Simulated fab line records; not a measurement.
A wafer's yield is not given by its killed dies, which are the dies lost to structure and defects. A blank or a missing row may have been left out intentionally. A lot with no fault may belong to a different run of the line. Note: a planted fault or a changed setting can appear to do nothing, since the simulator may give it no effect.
What tool caused it? | flow gf180mcu | Sampling: 14 lots, 42 wafers, 4 of 602 route steps

## WHAT THE GAUGES READ, wafer by wafer
GF_M1_RS_MEAS_05: the measuring method here is four-point-probe.
lot  | measured     | on           | M1_ALCU_RS (ohm/sq)
L287 | day 16 06:25 | filmMetro-03 | 0.0691 0.0686 0.0703
L288 | day 16 14:31 | filmMetro-04 | 0.0699 0.0687 0.0702
L289 | day 16 20:54 | filmMetro-01 | 0.0683 0.0690 0.0682
L290 | day 17 14:11 | filmMetro-01 | 0.0712 0.0705 0.0710
L291 | day 18 00:26 | filmMetro-03 | 0.0687 0.0690 0.0699
L292 | day 18 02:37 | filmMetro-03 | 0.0708 0.0691 0.0686
L293 | day 18 13:37 | filmMetro-04 | 0.0689 0.0696 0.0700
L294 | day 18 16:32 | filmMetro-04 | 0.0694 0.0691 0.0696
L296 | day 19 09:57 | filmMetro-04 | 0.0710 0.0699 0.0698
L297 | day 19 20:49 | filmMetro-04 | 0.0705 0.0689 0.0697
L300 | day 21 00:01 | filmMetro-03 | 0.0688 0.0705 0.0693
L305 | day 23 04:11 | filmMetro-04 | 0.0698 0.0699 0.0687

GF_V1_THK_MEAS_25: measures by xrf.
lot  | measured     | on           | V1_W_THK (nm)
L287 | day 18 05:11 | filmMetro-03 | 354 350 352
L288 | day 18 14:50 | filmMetro-03 | 359 357 357
L289 | day 18 23:33 | filmMetro-02 | 368 362 362
L290 | day 19 15:46 | filmMetro-03 | 342 346 347
L291 | day 20 03:42 | filmMetro-03 | 348 344 349
L292 | day 20 04:24 | filmMetro-01 | 340 343 340
L293 | day 20 15:44 | filmMetro-03 | 354 350 354
L294 | day 20 20:08 | filmMetro-03 | 349 353 349
L296 | day 21 12:23 | filmMetro-01 | 342 341 348
L297 | day 21 22:06 | filmMetro-01 | 346 343 347
L300 | day 23 00:09 | filmMetro-03 | 350 354 353
L305 | day 25 03:02 | filmMetro-02 | 361 362 361

## EACH LOT AND THE TOOL THAT RAN IT (in order: tool; ch and the chambers of the sampled wafers; start)
lot  | GF_HV_LDD_EXPOSE_16                | GF_M1_STRIP_17
L287 | ilineStepper-01 ch 0, day 10 09:43 | plasmaAsher-03 ch 0,1, day 17 04:01
L288 | ilineStepper-01 ch 0, day 10 20:04 | plasmaAsher-03 ch 0,1, day 17 13:33
L289 | ilineStepper-01 ch 0, day 11 00:37 | plasmaAsher-03 ch 0,1, day 17 20:52
L290 | ilineStepper-02 ch 0, day 11 14:50 | plasmaAsher-03 ch 0,1, day 18 13:52
L291 | ilineStepper-01 ch 0, day 11 21:28 | plasmaAsher-03 ch 0,1, day 19 00:51
L292 | ilineStepper-01 ch 0, day 12 01:07 | plasmaAsher-03 ch 0,1, day 19 01:46
L293 | ilineStepper-02 ch 0, day 12 08:55 | plasmaAsher-03 ch 0,1, day 19 13:40
L294 | ilineStepper-01 ch 0, day 12 11:59 | plasmaAsher-03 ch 0,1, day 19 17:59
L296 | ilineStepper-01 ch 0, day 13 02:52 | plasmaAsher-01 ch 0,1, day 20 10:37
L297 | ilineStepper-02 ch 0, day 13 10:23 | plasmaAsher-01 ch 0,1, day 20 20:50
L300 | ilineStepper-02 ch 0, day 14 11:15 | plasmaAsher-03 ch 0,1, day 21 23:36
L301 | ilineStepper-02, day 14 18:20      | -
L302 | ilineStepper-01, day 14 23:11      | -
L305 | ilineStepper-02 ch 0, day 16 09:04 | plasmaAsher-04 ch 0,1, day 24 03:07
- GF_HV_LDD_EXPOSE_16: exposes mask Pplus LV AREA, target cd 400 nm.
- GF_M1_STRIP_17: strips in O2/N2.

## AS READ BY THE TOOLS THEMSELVES (means over the sampled wafers that have a number; for cases with no such wafer, the mark the record gives instead)
GF_HV_LDD_EXPOSE_16.
lot  | tool            | exposureDoseMJCm2 | focusOffsetNm (nm)
L287 | ilineStepper-01 | 140.00            | -0.3
L288 | ilineStepper-01 | 140.07            | -0.4
L289 | ilineStepper-01 | 139.93            | 0.6
L290 | ilineStepper-02 | 140.21            | 0.2
L291 | ilineStepper-01 | 140.06            | 0.0
L292 | ilineStepper-01 | 140.12            | 0.8
L293 | ilineStepper-02 | 140.16            | -0.2
L294 | ilineStepper-01 | 139.86            | -0.5
L296 | ilineStepper-01 | 140.04            | 0.0
L297 | ilineStepper-02 | 140.04            | -0.3
L300 | ilineStepper-02 | 140.01            | -0.1
L301 | ilineStepper-02 | -                 | -
L302 | ilineStepper-01 | -                 | -
L305 | ilineStepper-02 | 139.90            | -0.1

GF_M1_STRIP_17.
lot  | tool           | drypumpMotorCurrentA (A) | heaterPowerW (W) | oesProductAu (a.u.) | stripTimeToEndpointS (s)
L287 | plasmaAsher-03 | 5.2                      | 334              | 0.536               | 7.38
L288 | plasmaAsher-03 | 5.3                      | 330              | 0.535               | 7.48
L289 | plasmaAsher-03 | 5.2                      | 331              | 0.533               | 7.34
L290 | plasmaAsher-03 | 5.3                      | 323              | 0.537               | 7.38
L291 | plasmaAsher-03 | 5.5                      | 308              | 0.542               | 7.39
L292 | plasmaAsher-03 | 5.3                      | 326              | 0.541               | 7.41
L293 | plasmaAsher-03 | 5.2                      | 330              | 0.537               | 7.41
L294 | plasmaAsher-03 | 5.3                      | 329              | 0.540               | 7.40
L296 | plasmaAsher-01 | 5.2                      | 349              | 0.540               | 7.41
L297 | plasmaAsher-01 | 5.2                      | 349              | 0.537               | 7.39
L300 | plasmaAsher-03 | 5.6                      | 307              | 0.539               | 7.40
L305 | plasmaAsher-04 | 5.0                      | 345              | 0.541               | 7.41

## THE ANSWER, worked out from the rows above alone
Rule: the usual values come from the lots themselves. Put in order of their means at a reading, lots are off if they are a third of the lots or fewer, leave a main group of 4 or more, and stand apart from it by a gap of 3 or more times the standard deviation of the main group's means; of several such gaps the widest counts. If all means in a main group match to the digits the tables above print for the reading, that group is not used. A lot without any number at a reading at which 4 lots or more have one is off too. Where the step has rows for the other lots, those lots are counted as sound. Order of review: gauges by route order, followed by the tools' own readings, for which a lot's mean as printed above is used. At the first step where some lot is off, the reading lying furthest off is the one used; lots without a number count as furthest.
Off: L301, L302, at GF_HV_LDD_EXPOSE_16 (exposureDoseMJCm2). Without a number there: L301, L302. Main group: mean 140.03, sd 0.099.
If a tool, at that step or one of the process steps before it, ran each lot that is off and ran no sound lot following the first of them, it fits. Of those tried, none fits.

## WHAT THE SIMULATOR PUT IN
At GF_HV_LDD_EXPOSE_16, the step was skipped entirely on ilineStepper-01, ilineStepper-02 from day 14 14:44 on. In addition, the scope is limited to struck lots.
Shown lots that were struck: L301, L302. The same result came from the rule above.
